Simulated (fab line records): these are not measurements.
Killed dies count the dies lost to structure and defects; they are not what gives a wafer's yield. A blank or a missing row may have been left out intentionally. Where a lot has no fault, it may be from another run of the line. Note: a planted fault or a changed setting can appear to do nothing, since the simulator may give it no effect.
fab line records | flow sfq-line
record: lots: 14 | wafers: 42 | last-day: 80
route steps=325 shown M7@282
lots untouched by any fault: they come from a run of this same line in which no faults occurred
start-h: hours from the record's first day to the start of the lot's first wafer shown | wait-h: time in hours since the lot's previous step | " the same as in the row above | L1.1+2: one row covering several wafers at once | - value missing, or start not given | * or withheld: withheld | < > ~ a bound
route shown NAME@n: names a module that has steps shown in the file, with the first one's number in the route | usual: average and standard deviation across the fault-free wafers | same: alike in all rows | chamber/n: place in a boat | sites: the reading at each site | _std_site: how widely they spread, as a standard deviation | _edge_site: outer sites' mean less inner sites' | radius-mm: for every site, how far away it sits from the centre of the wafer | mask NAME#n: copy n | behind: the last tool/chamber to shape the wafer | hold: what put the lot on hold/how long, in hours/how the hold closed | device: the n, p or np transistor that did not switch | end of line: the same wafers' tests at the end of the route | step lacking rows: just its recipe | killed: at the first sort, the dies lost to defects and structure; wafer yield is something else | map: shows each die of a wafer: x if killed, . if not, _ if none is there
set.NAME: the setting the step ran with; set.NAME@STEP: the setting that earlier step ran with | model.NAME: the simulator's own value behind a step, which no gauge read
steps of the route over a sample of lots; a table a step, a row a wafer
services: the hour from which a tool's chamber was out of use, counted from the record's first day as start-h (under 0 if before that day), plus the number of hours and why
== steps ==
step: SFQ_TRILAYER_M7_DEP_SPUTTER_175
recipe: material: Nb | base-pressure-pa: 1.33e-06 | chamber-pressure-pa: 0.1333 | substrate-temp-c: 20 | target-thk-nm: 200 | power-w: 2000 | time-s: 133.3
usual: throttle-valve-pct: 30.0/1.1
lot.wafer | tool           | chamber | start-h | wait-h | throttle-valve-pct
L298.2    | pvd-sputter-05 | -       | 1549.10 | 0.0    | 29.3
L298.3    | "              | -       | "       | "      | 29.6
L298.6    | "              | -       | "       | "      | 28.6
L299.1    | pvd-sputter-03 | -       | 1593.70 | 0.0    | 29.4
L299.4    | "              | -       | "       | "      | 30.7
L299.6    | "              | -       | "       | "      | 29.7
L302.1    | pvd-sputter-04 | -       | 1732.75 | 0.0    | 28.9
L302.3    | "              | -       | "       | "      | 30.6
L302.4    | "              | -       | "       | "      | 31.9
L304.2    | pvd-sputter-04 | -       | 1744.75 | 0.0    | 31.2
L304.4    | "              | -       | "       | "      | 28.9
L304.6    | "              | -       | "       | "      | 32.3
L306.2    | pvd-sputter-05 | -       | 1749.55 | 0.0    | 29.2
L306.4    | "              | -       | "       | "      | 29.7
L306.5    | "              | -       | "       | "      | 28.8
L308.1    | pvd-sputter-04 | -       | 1751.95 | 0.0    | 29.0
L308.2    | "              | -       | "       | "      | 31.8
L308.4    | "              | -       | "       | "      | 31.1
L309.4    | pvd-sputter-04 | -       | 1756.75 | 0.0    | 31.0
L309.5    | "              | -       | "       | "      | 32.0
L309.6    | "              | -       | "       | "      | 29.1
L310.1    | pvd-sputter-04 | -       | 1763.95 | 0.0    | 29.2
L310.5    | "              | -       | "       | "      | 32.0
L310.6    | "              | -       | "       | "      | 29.2
L311.3    | pvd-sputter-03 | -       | 1765.44 | 0.0    | 30.5
L311.4    | "              | -       | "       | "      | 29.2
L311.6    | "              | -       | "       | "      | 29.1
L312.2    | pvd-sputter-05 | -       | 1766.35 | 0.0    | 29.4
L312.3    | "              | -       | "       | "      | 28.8
L312.6    | "              | -       | "       | "      | 29.1
L313.3    | pvd-sputter-04 | -       | 1767.72 | 0.0    | 30.8
L313.4    | "              | -       | "       | "      | 31.1
L313.5    | "              | -       | "       | "      | 32.2
L316.1    | pvd-sputter-04 | -       | 1780.75 | 0.0    | 32.0
L316.3    | "              | -       | "       | "      | 28.8
L316.5    | "              | -       | "       | "      | 32.0
L317.1    | pvd-sputter-05 | -       | 1782.55 | 0.0    | 28.6
L317.2    | "              | -       | "       | "      | 29.2
L317.6    | "              | -       | "       | "      | 28.8
L321.3    | pvd-sputter-05 | -       | 1789.15 | 0.0    | 29.1
L321.4    | "              | -       | "       | "      | 29.5
L321.6    | "              | -       | "       | "      | 29.4
step: SFQ_M7_RS_MEAS_943
recipe: thk-meas-gauge: four-point-probe | reads: Nb_of_TRILAYER_M7_DEP_SPUTTER_175
usual: M7_NB_RS: 0.891/0.012
lot.wafer | tool          | chamber | start-h | wait-h | M7_NB_RS[ohm/sq]
L298.2    | film-metro-01 | -       | 1549.21 | 0.1    | 0.899
L298.3    | "             | -       | "       | "      | 0.893
L298.6    | "             | -       | "       | "      | 0.910
L299.1    | film-metro-03 | -       | 1593.79 | 0.0    | 0.886
L299.4    | "             | -       | "       | "      | 0.892
L299.6    | "             | -       | "       | "      | 0.878
L302.1    | film-metro-03 | -       | 1732.84 | 0.0    | 0.907
L302.3    | "             | -       | "       | "      | 0.898
L302.4    | "             | -       | "       | "      | 0.887
L304.2    | film-metro-03 | -       | 1744.86 | 0.1    | 0.886
L304.4    | "             | -       | "       | "      | 0.890
L304.6    | "             | -       | "       | "      | 0.881
L306.2    | film-metro-03 | -       | 1749.66 | 0.1    | 0.901
L306.4    | "             | -       | "       | "      | 0.904
L306.5    | "             | -       | "       | "      | 0.909
L308.1    | film-metro-01 | -       | 1752.04 | 0.0    | 0.901
L308.2    | "             | -       | "       | "      | 0.889
L308.4    | "             | -       | "       | "      | 0.904
L309.4    | film-metro-03 | -       | 1756.90 | 0.1    | 0.885
L309.5    | "             | -       | "       | "      | 0.885
L309.6    | "             | -       | "       | "      | 0.897
L310.1    | film-metro-03 | -       | 1764.04 | 0.0    | 0.885
L310.5    | "             | -       | "       | "      | 0.870
L310.6    | "             | -       | "       | "      | 0.879
L311.3    | film-metro-01 | -       | 1765.58 | 0.1    | 0.898
L311.4    | "             | -       | "       | "      | 0.892
L311.6    | "             | -       | "       | "      | 0.888
L312.2    | film-metro-03 | -       | 1766.46 | 0.1    | 0.906
L312.3    | "             | -       | "       | "      | 0.911
L312.6    | "             | -       | "       | "      | 0.908
L313.3    | film-metro-03 | -       | 1767.85 | 0.1    | 0.758
L313.4    | "             | -       | "       | "      | 0.872
L313.5    | "             | -       | "       | "      | 0.869
L316.1    | film-metro-02 | -       | 1780.84 | 0.0    | 0.888
L316.3    | "             | -       | "       | "      | 0.774
L316.5    | "             | -       | "       | "      | 0.889
L317.1    | film-metro-03 | -       | 1782.64 | 0.0    | 0.914
L317.2    | "             | -       | "       | "      | 0.897
L317.6    | "             | -       | "       | "      | 0.913
L321.3    | film-metro-01 | -       | 1789.28 | 0.1    | 0.897
L321.4    | "             | -       | "       | "      | 0.899
L321.6    | "             | -       | "       | "      | 0.903
step: SFQ_TRILAYER_M7_ETCH_METAL_ETCH_180
recipe: target: Nb | stop-on: SiO2 | mask-material: PR | chemistry: Cl2/Ar | target-depth-nm: 240 | icp-w: 600 | bias-w: 80 | pressure-mtorr: 10 | time-s: 120
usual: drypump-motor-current-A: 6.0/0.45 | oes-product-au: 0.893/0.0079
lot.wafer | tool         | chamber | start-h | wait-h | drypump-motor-current-A | oes-product-au | rf-hours-counter-h
L298.2    | rie-metal-01 | 0       | 1655.07 | 0.0    | 5.3                     | 0.889          | 0
L298.3    | "            | 0       | "       | "      | 5.3                     | 0.884          | -
L298.6    | "            | 1       | "       | "      | 6.3                     | 0.884          | -
L299.1    | rie-metal-02 | 1       | 1683.87 | 0.0    | 6.3                     | 0.895          | 19
L299.4    | "            | 1       | "       | "      | 6.3                     | 0.892          | -
L299.6    | "            | 1       | "       | "      | 6.3                     | 0.901          | -
L302.1    | rie-metal-01 | 0       | 1818.15 | 0.0    | 5.3                     | 0.885          | 26
L302.3    | "            | 0       | "       | "      | 5.3                     | 0.885          | -
L302.4    | "            | 1       | "       | "      | 6.3                     | 0.888          | -
L304.2    | rie-metal-02 | 1       | 1826.55 | 0.0    | 6.3                     | 0.896          | 45
L304.4    | "            | 0       | "       | "      | 6.5                     | 0.889          | -
L304.6    | "            | 1       | "       | "      | 6.3                     | 0.899          | -
L306.2    | rie-metal-02 | 0       | 1833.87 | 0.0    | 6.5                     | 0.890          | 4
L306.4    | "            | 1       | "       | "      | 6.3                     | 0.888          | -
L306.5    | "            | 0       | "       | "      | 6.5                     | 0.884          | -
L308.1    | rie-metal-02 | 1       | 1837.47 | 0.0    | 6.3                     | 0.891          | 47
L308.2    | "            | 0       | "       | "      | 6.6                     | 0.895          | 5
L308.4    | "            | 0       | "       | "      | 6.5                     | 0.885          | -
L309.4    | rie-metal-02 | 1       | 1843.51 | 0.1    | 6.3                     | 0.887          | -
L309.5    | "            | 1       | "       | "      | 6.3                     | 0.903          | -
L309.6    | "            | 0       | "       | "      | 6.6                     | 0.884          | -
L310.1    | rie-metal-03 | 0       | 1848.27 | 0.0    | 5.5                     | 0.901          | 85
L310.5    | "            | 0       | "       | "      | 5.5                     | 0.906          | -
L310.6    | "            | 1       | "       | "      | 6.1                     | 0.900          | -
L311.3    | rie-metal-01 | 1       | 1849.51 | 0.1    | 6.2                     | 0.883          | -
L311.4    | "            | 0       | "       | "      | 5.3                     | 0.890          | -
L311.6    | "            | 1       | "       | "      | 6.3                     | 0.897          | -
L312.2    | rie-metal-02 | 0       | 1851.87 | 0.0    | 6.5                     | 0.888          | 7
L312.3    | "            | 1       | "       | "      | 6.3                     | 0.883          | -
L312.6    | "            | 0       | "       | "      | 6.5                     | 0.887          | -
L313.3    | rie-metal-01 | 1       | 1853.11 | 0.1    | 6.3                     | 0.978          | -
L313.4    | "            | 0       | "       | "      | 5.3                     | 0.906          | -
L313.5    | "            | 1       | "       | "      | 6.2                     | 0.905          | -
L316.1    | rie-metal-03 | 0       | 1868.67 | 0.0    | 5.5                     | 0.898          | 88
L316.3    | "            | 0       | "       | "      | 5.5                     | 0.970          | -
L316.5    | "            | 0       | "       | "      | 5.5                     | 0.895          | -
L317.1    | rie-metal-02 | 0       | 1872.27 | 0.0    | 6.5                     | 0.890          | 10
L317.2    | "            | 1       | "       | "      | 6.3                     | 0.886          | 51
L317.6    | "            | 1       | "       | "      | 6.3                     | 0.888          | -
L321.3    | rie-metal-03 | 0       | 1883.24 | 0.1    | 5.5                     | 0.890          | -
L321.4    | "            | 1       | "       | "      | 6.1                     | 0.886          | -
L321.6    | "            | 0       | "       | "      | 5.5                     | 0.887          | -
== services ==
tool           | chamber | start-h | hours | kind
pvd-sputter-04 | -       | 1568.19 | 1.5   | repair
rie-metal-03   | -       | 1578.28 | 2.8   | pm
pvd-sputter-03 | -       | 1584.75 | 2.4   | repair
pvd-sputter-04 | -       | 1593.58 | 2.0   | repair
pvd-sputter-05 | -       | 1595.69 | 2.0   | repair
pvd-sputter-05 | -       | 1643.40 | 3.2   | repair
pvd-sputter-04 | -       | 1646.25 | 0.6   | repair
pvd-sputter-03 | -       | 1667.81 | 1.1   | repair
rie-metal-02   | 1       | 1677.42 | 5.2   | repair
pvd-sputter-04 | 2       | 1708.43 | -     | consumable-replace:kit
pvd-sputter-04 | 2       | 1708.43 | 18.0  | scheduled-down
pvd-sputter-04 | 2       | 1708.43 | 18.0  | vent-cycle
pvd-sputter-03 | -       | 1714.95 | 0.5   | repair
rie-metal-01   | 1       | 1763.97 | 1.0   | repair
pvd-sputter-03 | -       | 1766.30 | 5.8   | repair
rie-metal-02   | 0       | 1768.00 | -     | clean
rie-metal-02   | 0       | 1768.00 | -     | consumable-replace:focus-ring
rie-metal-02   | 0       | 1768.00 | 22.4  | scheduled-down
rie-metal-02   | 0       | 1768.00 | 22.4  | vent-cycle
pvd-sputter-03 | -       | 1768.28 | 2.9   | repair
rie-metal-01   | -       | 1774.68 | 4.0   | pm
pvd-sputter-04 | -       | 1778.89 | 1.6   | repair
rie-metal-02   | -       | 1810.60 | 1.4   | pm
pvd-sputter-04 | -       | 1873.04 | 8.8   | repair
== key ==
first-sign: step: SFQ_M7_RS_MEAS_943 | reading: M7_NB_RS | direction: down | sigmas: 10 | usual: 0.891 | struck: 0.766
effect: step: SFQ_TRILAYER_M7_ETCH_METAL_ETCH_180 | reading: oes-product-au | direction: up | sigmas: 10 | usual: 0.893 | struck: 0.974
met-at SFQ_TRILAYER_M7_DEP_SPUTTER_175
struck-lots L313,L316
struck-wafers L313.3,L316.3
onset-between 1763.95 1767.72
fault: kind: process-parameter-drift | tool: pvd-sputter-04 | chamber: - | onset-h: 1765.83 | steps: SFQ_TRILAYER_M7_DEP_SPUTTER_175 | channel: time-s | offset: * | shape: step | end-h: 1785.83 | scope: struck-wafers-only | acts-in: * | stated: *
